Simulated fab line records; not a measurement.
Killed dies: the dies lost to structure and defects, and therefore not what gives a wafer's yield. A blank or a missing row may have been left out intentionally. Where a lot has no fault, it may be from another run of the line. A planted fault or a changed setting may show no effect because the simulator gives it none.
Matching of chambers :: flow sfq line :: 4 sister chambers for SFQ_TRILAYER_L0_VIA_ETCH_VIA_ETCH_016 on rie diel-04
The step etches SiO2 in CHF3, stops on MoNx KI, target depth 80 nm. 4 wafers are shown with their chamber, then 8 later ones without.

== WAFERS PAIRED WITH THEIR CHAMBERS ==
wafer: L297.5
chamber: 2
drypump motor current A (A): 5.74

wafer: L307.2
chamber: 0
drypump motor current A (A): 5.65

wafer: L307.4
chamber: 3
drypump motor current A (A): 5.77

wafer: L309.4
chamber: 1
drypump motor current A (A): 5.33

== WAFERS MISSING THEIR CHAMBER ==
wafer: L309.5
drypump motor current A (A): 5.69

wafer: L309.6
drypump motor current A (A): 5.34

wafer: L310.1
drypump motor current A (A): 5.33

wafer: L310.5
drypump motor current A (A): 5.81

wafer: L310.6
drypump motor current A (A): 5.79

wafer: L312.2
drypump motor current A (A): 5.78

wafer: L312.3
drypump motor current A (A): 5.72

wafer: L312.5
drypump motor current A (A): 5.79

== WHICH CHAMBER EACH WENT THROUGH ==
wafer: L309.5
from the rows above: can't be placed: 0 or 2 or 3
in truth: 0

wafer: L309.6
from the rows above: 1
in truth: 1

wafer: L310.1
from the rows above: 1
in truth: 1

wafer: L310.5
from the rows above: can't be placed: 3 or 2
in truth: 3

wafer: L310.6
from the rows above: can't be placed: 3 or 2
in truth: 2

wafer: L312.2
from the rows above: can't be placed: 3 or 2
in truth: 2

wafer: L312.3
from the rows above: can't be placed: 2 or 3
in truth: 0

wafer: L312.5
from the rows above: can't be placed: 3 or 2
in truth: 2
Correctly placed: 2 of 8. Unplaceable from these rows: 6, with the true chamber sitting among the candidates in 5. Number placed wrongly: 0.
How it was worked out, from the rows above alone: a wafer's distance from a chamber is the root of the sum, over the readings, of the square of ((its reading less the chamber's mean) divided by the reading's scatter). The wafer belongs to the nearest chamber; if the next one is less than 2 further off, it can't be placed. A chamber's mean is the mean of its shown wafers. The scatter: with one shown wafer a chamber, the root of the mean of the squares of how far each hidden wafer lies from its nearest shown one.
